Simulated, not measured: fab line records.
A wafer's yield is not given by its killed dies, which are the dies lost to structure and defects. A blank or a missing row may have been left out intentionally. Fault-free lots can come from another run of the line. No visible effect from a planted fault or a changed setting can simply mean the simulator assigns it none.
Chamber matching | flow sky130 | SKY_FIELD_ISO_CMP_27 on cmp-01: 4 sister chambers
The step polishes, stops on Si3N4, t overpolish 16 s, target thk 457.8 nm. 20 wafers are shown with their chamber, then 10 later ones without.

WAFERS PAIRED WITH THEIR CHAMBERS
wafer  | chamber | motor-current-A (A) | time-to-endpoint-s (s) | overpolish-run-s (s)
L074.1 | 3       | 13.3                | 120                    | 16.003
L074.3 | 2       | 12.3                | 115                    | 16.006
L074.5 | 2       | 12.7                | 115                    | 15.979
L075.2 | 3       | 13.4                | 118                    | 16.017
L075.3 | 0       | 10.5                | 111                    | 16.005
L075.6 | 2       | 12.3                | 116                    | 15.991
L078.1 | 2       | 11.8                | 115                    | 16.004
L078.2 | 3       | 13.3                | 114                    | 16.012
L078.3 | 0       | 10.5                | 117                    | 15.994
L079.1 | 0       | 10.8                | 115                    | 15.994
L079.2 | 3       | 13.2                | 115                    | 16.000
L079.6 | 2       | 11.9                | 119                    | 16.005
L081.3 | 2       | 12.3                | 107                    | 15.986
L081.4 | 3       | 13.3                | 115                    | 15.983
L081.6 | 3       | 12.6                | 109                    | 16.011
L087.1 | 1       | 11.3                | 106                    | 16.004
L087.3 | 3       | 13.2                | 113                    | 15.989
L087.4 | 2       | 12.2                | 108                    | 15.999
L088.2 | 1       | 10.3                | 109                    | 15.995
L088.3 | 2       | 12.1                | 112                    | 15.995

SIGNATURES (means of the wafers above)
reading            | chamber 0 | chamber 1 | chamber 2 | chamber 3 | scatter within a chamber
motor-current-A    | 10.600    | 10.800    | 12.200    | 13.186    | 0.309
time-to-endpoint-s | 114.33    | 107.50    | 113.38    | 114.86    | 3.67
overpolish-run-s   | 15.99767  | 15.99950  | 15.99563  | 16.00214  | 0.0104
Rule: distance of a wafer from a chamber = root of the sum over the readings of ((wafer's reading minus chamber's mean) / reading's scatter) squared. If the next closest chamber is less than 2 further off than the closest, the wafer can't be placed; otherwise it belongs to the closest. The scatter: the root of (the sum of the squares of (reading less its chamber's mean) over the shown wafers, divided by (wafers less chambers)).

WAFERS MISSING THEIR CHAMBER
wafer  | motor-current-A (A) | time-to-endpoint-s (s) | overpolish-run-s (s)
L088.6 | 12.4                | 112                    | 15.994
L089.1 | 13.9                | 116                    | 15.989
L089.2 | 11.6                | 105                    | 15.991
L089.5 | 11.3                | 107                    | 16.005
L093.3 | 10.5                | 108                    | 15.998
L093.5 | 12.3                | 107                    | 15.994
L093.6 | 11.4                | 111                    | 15.997
L095.2 | 12.1                | 107                    | 15.982
L095.3 | 13.4                | 112                    | 16.011
L095.4 | 9.9                 | 107                    | 15.992

CHAMBER TAKEN BY EACH
wafer  | from the rows above          | in truth
L088.6 | 2                            | 2
L089.1 | 3                            | 3
L089.2 | can't be placed: 1 or 2 or 0 | 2
L089.5 | can't be placed: 1 or 0 or 2 | 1
L093.3 | can't be placed: 1 or 0      | 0
L093.5 | can't be placed: 2 or 3      | 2
L093.6 | can't be placed: 1 or 2 or 0 | 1
L095.2 | 2                            | 2
L095.3 | 3                            | 3
L095.4 | can't be placed: 1 or 0      | 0
Correct placement for 4 of the 10. Can't be placed from these rows: 6 (the true chamber is among the candidates in 6). 0 placed wrongly.
